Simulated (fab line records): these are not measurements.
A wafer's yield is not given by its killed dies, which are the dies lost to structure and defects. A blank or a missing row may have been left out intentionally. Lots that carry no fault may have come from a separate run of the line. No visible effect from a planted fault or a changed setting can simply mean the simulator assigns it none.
fab line records	flow sky130
[record] lots = 11	wafers = 33	last-day = 50
route steps=708 shown GATE_OXIDE@189 POLY_GATE@205 LDD_N@248 PAD_OPEN@708
lots that met no fault: taken from a fault-free run of the same line
start-h: hours from the record's opening day to when the first of the lot's shown wafers began	wait-h: hours from the lot's prior step to this one	" identical to the entry in the row above	L1.1+2: a row that stands for several wafers	- either no value or no given start	* or withheld: withheld	< > ~ a bound
route shown NAME@n: NAME is a module with steps in the file, n the number in the route of the first one	usual: mean and standard deviation over wafers with no fault	same: alike in all rows	chamber/n: place in a boat	sites: the reading at each site	_std_site: standard deviation across them	_edge_site: outer sites' mean less inner sites'	radius-mm: for every site, how far away it sits from the centre of the wafer	mask NAME#n: copy n	behind: the last tool/chamber to shape the wafer	hold: why the lot went on hold/how many hours it stayed there/how the hold came to an end	device: the n, p or np transistor that did not switch	end of line: tests run on the same wafers once the route is complete	a step with no rows: only its recipe	killed: count of dies lost to structure and defects at first sort (not the wafer's yield)	map: a wafer's dies, x killed, . not, _ none there
set.NAME: the setting the step ran with; set.NAME@STEP: the setting that earlier step ran with	model.NAME: the simulator's own value behind a step, which no gauge read
route steps across a sampled set of lots; one table per step, one row per wafer
services: when a tool's chamber went out of use (start-h, in hours from the record's first day, below 0 if earlier), for how many hours, and the reason
[[steps]]
[step SKY_GATE_OXIDE_THK_MEAS_02]
[recipe] reads = SiO2_of_GATE_OXIDE_OXIDATION_01
[usual] GATE_OXIDE_OXIDATION_00_THK = 10.28/0.18
lot.wafer	tool	chamber	start-h	wait-h	GATE_OXIDE_OXIDATION_00_THK[nm]
L501.1	film-metro-01	-	275.12	0.0	10.27
L501.4	"	-	"	"	10.03
L501.6	"	-	"	"	9.98
L502.3	film-metro-04	-	283.20	0.0	10.30
L502.4	"	-	"	"	10.29
L502.5	"	-	"	"	10.47
L504.1	film-metro-02	-	295.19	0.0	10.26
L504.2	"	-	"	"	10.18
L504.4	"	-	"	"	10.16
L507.1	film-metro-02	-	325.43	0.0	10.67
L507.2	"	-	"	"	10.66
L507.4	"	-	"	"	10.56
L508.1	film-metro-02	-	325.97	0.0	10.10
L508.2	"	-	"	"	10.18
L508.6	"	-	"	"	10.45
L510.2	film-metro-02	-	350.43	0.0	10.21
L510.4	"	-	"	"	10.49
L510.6	"	-	"	"	10.43
L517.1	film-metro-02	-	423.32	0.0	10.47
L517.4	"	-	"	"	10.57
L517.5	"	-	"	"	10.44
L518.1	film-metro-04	-	434.20	0.0	10.52
L518.3	"	-	"	"	10.63
L518.5	"	-	"	"	10.62
L519.1	film-metro-01	-	440.26	0.0	10.20
L519.2	"	-	"	"	10.21
L519.3	"	-	"	"	10.36
L523.1	film-metro-02	-	469.54	0.0	10.07
L523.5	"	-	"	"	10.23
L523.6	"	-	"	"	10.31
L524.4	film-metro-04	-	476.24	0.0	10.18
L524.5	"	-	"	"	10.10
L524.6	"	-	"	"	10.11
[step SKY_POLY_GATE_THK_MEAS_01]
[recipe] reads = poly-Si_of_POLY_GATE_CVD_00
[usual] POLY_GATE_CVD_00_THK = 180.1/1.4
lot.wafer	tool	chamber	start-h	wait-h	POLY_GATE_CVD_00_THK[nm]
L501.1	film-metro-04	-	307.81	0.1	182.5
L501.4	"	-	"	"	181.0
L501.6	"	-	"	"	181.8
L502.3	film-metro-01	-	311.14	0.0	180.7
L502.4	"	-	"	"	180.6
L502.5	"	-	"	"	179.6
L504.1	film-metro-01	-	325.76	0.0	180.9
L504.2	"	-	"	"	183.0
L504.4	"	-	"	"	183.2
L507.1	film-metro-01	-	356.31	0.0	182.4
L507.2	"	-	"	"	180.9
L507.4	"	-	"	"	183.2
L508.1	film-metro-03	-	356.31	0.0	181.7
L508.2	"	-	"	"	181.9
L508.6	"	-	"	"	182.8
L510.2	film-metro-04	-	381.96	0.0	180.9
L510.4	"	-	"	"	180.2
L510.6	"	-	"	"	179.9
L517.1	film-metro-03	-	458.56	0.0	179.0
L517.4	"	-	"	"	177.7
L517.5	"	-	"	"	178.5
L518.1	film-metro-04	-	469.33	0.0	180.4
L518.3	"	-	"	"	181.6
L518.5	"	-	"	"	180.1
L519.1	film-metro-01	-	478.95	0.0	180.7
L519.2	"	-	"	"	181.0
L519.3	"	-	"	"	180.8
L523.1	film-metro-01	-	502.42	0.0	179.3
L523.5	"	-	"	"	178.2
L523.6	"	-	"	"	178.3
L524.4	film-metro-01	-	509.15	0.0	179.5
L524.5	"	-	"	"	180.3
L524.6	"	-	"	"	181.2
[step SKY_POLY_GATE_ETCH_16]
[recipe] stop-on = poly-Si	chemistry = CH3F/O2	target = Si3N4	source-w = 400	bias-w = 80	pressure-mtorr = 25	ch3f-flow-sccm = 40	O2_flow_sccm = 30	time-s = 147.5	target-depth-a = 750
[usual] drypump-motor-current-A = 5.6/0.58	oes-product-au = 0.641/0.0051	throttle-valve-pct = 10.535/0.0095
lot.wafer	tool	chamber	start-h	wait-h	drypump-motor-current-A	oes-product-au	rf-hours-counter-h	throttle-valve-pct
L501.1	rie-diel-03	1	364.69	0.0	5.0	0.643	3	10.519
L501.4	"	0	"	"	6.1	0.639	3	10.536
L501.6	"	0	"	"	6.1	0.644	-	10.542
L502.3	rie-diel-04	1	367.37	0.0	5.6	0.643	10	10.528
L502.4	"	3	"	"	4.9	0.650	56	10.550
L502.5	"	1	"	"	5.6	0.646	-	10.543
L504.1	rie-diel-04	3	382.72	0.0	4.9	0.638	56	10.533
L504.2	"	0	"	"	6.0	0.636	8	10.534
L504.4	"	0	"	"	6.0	0.641	-	10.549
L508.1	rie-diel-04	2	416.67	0.0	5.6	0.634	0	10.537
L508.2	"	1	"	"	5.6	0.645	11	10.525
L508.6	"	3	"	"	4.9	0.641	-	10.523
L507.1	rie-diel-03	3	418.04	0.0	5.3	0.645	5	10.542
L507.2	"	2	"	"	4.8	0.649	5	10.539
L507.4	"	0	"	"	6.1	0.634	4	10.530
L510.2	rie-diel-01	2	443.74	0.0	5.6	0.639	0	10.534
L510.4	"	0	"	"	6.6	0.639	8	10.537
L510.6	"	0	"	"	6.6	0.643	-	10.536
L517.1	rie-diel-03	3	520.82	0.0	5.2	0.640	7	10.537
L517.4	"	0	"	"	6.1	0.641	5	10.527
L517.5	"	3	"	"	5.2	0.639	-	10.520
L518.1	rie-diel-03	3	532.04	0.0	5.3	0.639	7	10.544
L518.3	"	0	"	"	6.1	0.632	6	10.531
L518.5	"	3	"	"	5.2	0.639	-	10.530
L519.1	rie-diel-04	0	541.29	0.0	6.0	0.636	11	10.537
L519.2	"	2	"	"	5.6	0.634	2	10.545
L519.3	"	3	"	"	4.9	0.634	59	10.522
L523.1	rie-diel-03	1	564.99	0.0	5.0	0.635	7	10.543
L523.5	"	1	"	"	5.1	0.646	-	10.531
L523.6	"	0	"	"	6.1	0.646	-	10.546
L524.4	rie-diel-01	1	571.82	0.0	6.4	0.640	12	10.540
L524.5	"	3	"	"	5.8	0.635	-	10.536
L524.6	"	2	"	"	5.7	0.641	-	10.537
[step SKY_LDD_N_IMPLANT_11]
[recipe] species = As	energy-kev = 20	dose-cm2 = 7.5e+13	tilt-deg = withheld	rotation-deg = 293
[usual] beam-on-s = 9.96/0.2	dose-ions-cm2 = 7.5e+13/8.9e+10	faraday-current-uA = 424/8.4
lot.wafer	tool	chamber	start-h	wait-h	beam-on-s	dose-ions-cm2	faraday-current-uA
L501.1	implanter-04	0	399.22	0.1	10.11	7.491e+13	418
L501.4	"	0	"	"	9.69	7.501e+13	439
L501.6	"	0	"	"	10.27	7.501e+13	412
L502.3	implanter-02	0	399.43	0.1	10.21	7.485e+13	417
L502.4	"	0	"	"	9.82	7.504e+13	428
L502.5	"	0	"	"	9.79	7.51e+13	429
L504.1	implanter-01	0	414.54	0.1	10.14	7.496e+13	417
L504.2	"	0	"	"	10.24	7.502e+13	411
L504.4	"	0	"	"	9.78	7.493e+13	430
L508.1	implanter-04	0	449.24	0.1	10.28	1.0621e+14	580
L508.2	"	0	"	"	11.23	1.0614e+14	534
L508.6	"	0	"	"	11.02	1.0633e+14	544
L507.1	implanter-04	0	451.67	0.1	10.89	1.0632e+14	551
L507.2	"	0	"	"	10.53	1.0628e+14	568
L507.4	"	0	"	"	10.93	1.0628e+14	549
L510.2	implanter-01	0	477.10	0.1	10.21	7.503e+13	414
L510.4	"	0	"	"	9.74	7.498e+13	433
L510.6	"	0	"	"	10.01	7.495e+13	423
L517.1	implanter-01	0	554.47	0.1	10.09	7.484e+13	418
L517.4	"	0	"	"	9.82	7.49e+13	430
L517.5	"	0	"	"	9.72	7.487e+13	435
L518.1	implanter-04	0	565.17	0.1	9.82	7.505e+13	431
L518.3	"	0	"	"	10.07	7.496e+13	419
L518.5	"	0	"	"	9.72	7.498e+13	435
L519.1	implanter-04	0	572.84	0.1	9.94	7.506e+13	427
L519.2	"	0	"	"	9.80	7.531e+13	432
L519.3	"	0	"	"	10.02	7.512e+13	420
L523.1	implanter-01	0	596.17	0.1	9.90	7.513e+13	427
L523.5	"	0	"	"	9.80	7.496e+13	430
L523.6	"	0	"	"	10.23	7.504e+13	412
L524.4	implanter-04	0	603.34	0.1	10.11	7.496e+13	419
L524.5	"	0	"	"	9.73	7.501e+13	436
L524.6	"	0	"	"	10.36	7.508e+13	409
[step SKY_LDD_N_STRIP_16]
[recipe] chemistry = O2/N2	power-w = 1400	pressure-mtorr = 1500	platen-temp-c = withheld	o2-flow-sccm = 3000	n2-flow-sccm = 300	overash-fraction = 0.5
[usual] drypump-motor-current-A = 6.1/0.54	oes-product-au = 0.407/0.0043	strip-time-to-endpoint-s = 4.315/0.015
lot.wafer	tool	chamber	start-h	wait-h	drypump-motor-current-A	oes-product-au	rf-hours-counter-h	strip-time-to-endpoint-s
L501.1	plasma-asher-03	1	399.97	0.1	6.4	0.401	72	4.322
L501.4	"	0	"	"	5.7	0.409	-	4.315
L501.6	"	0	"	"	5.7	0.401	-	4.310
L502.3	plasma-asher-04	1	400.16	0.1	6.7	0.405	-	4.331
L502.4	"	0	"	"	5.2	0.417	-	4.331
L502.5	"	1	"	"	6.8	0.403	-	4.330
L504.1	plasma-asher-04	0	415.29	0.1	5.2	0.403	67	4.304
L504.2	"	1	"	"	6.7	0.406	67	4.288
L504.4	"	1	"	"	6.8	0.410	-	4.299
L508.1	plasma-asher-03	1	449.99	0.1	6.4	0.405	2	4.397
L508.2	"	0	"	"	5.6	0.407	2	4.398
L508.6	"	1	"	"	6.4	0.405	-	4.410
L507.1	plasma-asher-04	1	452.42	0.1	6.8	0.413	71	4.439
L507.2	"	0	"	"	5.2	0.407	71	4.411
L507.4	"	0	"	"	5.2	0.410	-	4.431
L510.2	plasma-asher-04	1	477.82	0.1	6.8	0.404	75	4.308
L510.4	"	0	"	"	5.2	0.410	-	4.293
L510.6	"	0	"	"	5.2	0.404	-	4.300
L517.1	plasma-asher-01	0	555.22	0.1	6.2	0.412	48	4.292
L517.4	"	0	"	"	6.2	0.411	-	4.318
L517.5	"	0	"	"	6.3	0.409	-	4.306
L518.1	plasma-asher-03	1	565.92	0.1	6.4	0.406	15	4.297
L518.3	"	0	"	"	5.6	0.402	-	4.313
L518.5	"	0	"	"	5.7	0.409	-	4.317
L519.1	plasma-asher-03	1	573.59	0.1	6.3	0.414	15	4.326
L519.2	"	0	"	"	5.6	0.406	15	4.332
L519.3	"	1	"	"	6.3	0.400	-	4.337
L523.1	plasma-asher-01	1	596.92	0.1	6.4	0.404	52	4.321
L523.5	"	1	"	"	6.4	0.405	-	4.333
L523.6	"	0	"	"	6.3	0.403	-	4.335
L524.4	plasma-asher-03	1	604.05	0.1	6.3	0.408	-	4.318
L524.5	"	0	"	"	5.6	0.411	-	4.322
L524.6	"	1	"	"	6.3	0.400	-	4.287
[step SKY_PAD_OPEN_PROBE_99]
[usual] killed_at_M0_to_M3 = 43/7.3	killed_at_M4_up = 3.4/1.7	killed-at-contacts = 24/4.5	killed-at-front-end = 16/4.4	killed-at-other = 0.2/0.51	killed-dies = 86/9.7	killed-open = 46/6.6	killed-short = 39/7.1
[same] gross-dies = 492	killed-at-back-side = 0
lot.wafer	tool	chamber	start-h	wait-h	killed_at_M0_to_M3	killed_at_M4_up	killed-at-contacts	killed-at-front-end	killed-at-other	killed-dies	killed-open	killed-short
L510.2	prober-01	-	1124.21	0.1	50	4	24	23	1	102	48	54
L510.4	prober-01	-	1124.31	0.2	59	2	20	14	0	95	48	47
L510.6	prober-01	-	1124.41	0.2	41	2	27	18	0	88	46	42
L517.1	prober-01	-	1171.09	0.1	36	5	29	13	0	83	48	35
L517.4	prober-01	-	1171.24	0.2	55	4	26	22	0	107	64	43
L517.5	prober-01	-	1171.29	0.2	46	3	23	19	0	91	53	38
L518.1	prober-01	-	1183.03	0.1	44	4	26	10	1	85	37	48
L518.3	prober-01	-	1183.13	0.2	44	3	23	12	1	83	39	44
L518.5	prober-01	-	1183.23	0.2	38	2	28	14	0	82	49	33
// killed by level:class
L510.2 POLY_GATE:geometric-particle:short=11 VIA2:geometric-particle:open=10 VIA1:geometric-particle:short=8 VIA1:geometric-particle:open=8 CONTACT:geometric-particle:open=7 LI_CONTACT:geometric-particle:open=6 FIELD_ISO:geometric-particle:short=5 LI_CONTACT:geometric-particle:short=5
L510.4 VIA1:geometric-particle:open=12 VIA3:geometric-particle:open=10 VIA2:geometric-particle:short=9 LI_CONTACT:geometric-particle:open=8 VIA1:geometric-particle:short=8 VIA2:geometric-particle:open=7 METAL1:geometric-particle:short=5 FIELD_ISO:geometric-particle:open=4
L510.6 CONTACT:geometric-particle:open=9 VIA2:geometric-particle:open=8 CONTACT:geometric-particle:short=7 VIA1:geometric-particle:open=7 POLY_GATE:geometric-particle:short=6 METAL1:geometric-particle:short=6 VIA1:geometric-particle:short=6 VIA3:geometric-particle:open=5
L517.1 LI_CONTACT:geometric-particle:open=11 VIA1:geometric-particle:open=8 CONTACT:geometric-particle:open=8 METAL1:geometric-particle:short=6 METAL2:geometric-particle:short=6 FIELD_ISO:geometric-particle:open=5 VIA3:geometric-particle:open=5 CONTACT:geometric-particle:short=4
L517.4 VIA1:geometric-particle:open=13 FIELD_ISO:geometric-particle:open=8 CONTACT:geometric-particle:short=7 CONTACT:geometric-particle:open=6 VIA2:geometric-particle:open=6 LI_CONTACT:geometric-particle:open=5 METAL2:geometric-particle:short=5 VIA3:geometric-particle:open=5
L517.5 CONTACT:geometric-particle:open=9 VIA1:geometric-particle:open=9 VIA2:geometric-particle:open=8 METAL3:geometric-particle:short=7 LI_CONTACT:geometric-particle:open=6 CONTACT:geometric-particle:short=5 METAL2:geometric-particle:short=5 FIELD_ISO:geometric-particle:short=4
L518.1 VIA1:geometric-particle:open=9 VIA1:geometric-particle:short=8 LI_CONTACT:geometric-particle:short=7 LOCAL_INTERCONNECT:geometric-particle:short=6 CONTACT:geometric-particle:open=6 METAL2:geometric-particle:short=5 LI_CONTACT:geometric-particle:open=4 METAL1:geometric-particle:short=4
L518.3 CONTACT:geometric-particle:open=12 METAL2:geometric-particle:short=9 VIA1:geometric-particle:open=8 METAL1:geometric-particle:short=7 VIA3:geometric-particle:open=7 FIELD_ISO:geometric-particle:short=5 LOCAL_INTERCONNECT:geometric-particle:short=4 CONTACT:geometric-particle:short=3
L518.5 VIA1:geometric-particle:open=12 LI_CONTACT:geometric-particle:open=9 VIA1:geometric-particle:short=7 VIA3:geometric-particle:open=7 CONTACT:geometric-particle:open=6 CONTACT:geometric-particle:short=5 METAL2:geometric-particle:short=5 FIELD_ISO:geometric-particle:open=3
[[services]]
tool	chamber	start-h	hours	kind
plasma-asher-03	-	344.81	0.4	repair
rie-diel-01	1	356.19	26.6	repair
implanter-04	-	373.78	18.8	pm
plasma-asher-03	-	379.85	14.3	repair
rie-diel-01	2	388.20	17.2	repair
plasma-asher-04	-	390.94	4.5	repair
rie-diel-01	3	398.14	12.8	repair
implanter-04	-	410.45	1.2	repair
plasma-asher-03	-	421.25	9.0	pm
rie-diel-04	-	423.87	14.1	repair
rie-diel-03	0	426.01	12.4	repair
implanter-01	-	441.46	0.7	repair
implanter-01	-	461.47	3.6	pm
implanter-04	-	468.76	1.0	repair
rie-diel-04	-	480.27	0.7	repair
plasma-asher-03	-	487.14	0.8	repair
plasma-asher-01	-	497.35	7.7	repair
rie-diel-01	1	510.31	1.7	repair
rie-diel-04	-	512.88	14.6	pm
plasma-asher-04	-	517.48	14.6	pm
implanter-01	-	520.20	3.1	repair
rie-diel-01	0	534.29	7.8	repair
implanter-04	-	551.00	4.1	pm
rie-diel-04	0	589.71	9.3	repair
[[key]]
[first-sign] step = SKY_LDD_N_IMPLANT_11	reading = dose-ions-cm2	direction = up	sigmas = 99+	usual = *	struck = *
[effect] step = SKY_LDD_N_IMPLANT_11	reading = faraday-current-uA	direction = up	sigmas = 15	usual = 424	struck = 554
[effect] step = SKY_LDD_N_STRIP_16	reading = strip-time-to-endpoint-s	direction = up	sigmas = 6.6	usual = *	struck = *
met-at SKY_LDD_N_IMPLANT_11
struck-lots L507,L508
tester-left-out L507,L508
not-acting-at SKY_GATE_OXIDE_THK_MEAS_02,SKY_POLY_GATE_THK_MEAS_01,SKY_POLY_GATE_ETCH_16
onset-between 399.22 449.24
[fault] kind = process-parameter-drift	tool = implanter-04	chamber = -	onset-h = 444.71	steps = SKY_LDD_N_IMPLANT_11	channel = dose-cm2	offset = *	shape = step	end-h = 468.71	acts-in = *	stated = *
// tester-left-out: of these lots the tester's yield and bins aren't shown, on N5 and GAA mostly nor the transistor test; their killed dies are dies lost to structure and defects alone, not to doping, threshold or leakage, so they don't give the yield
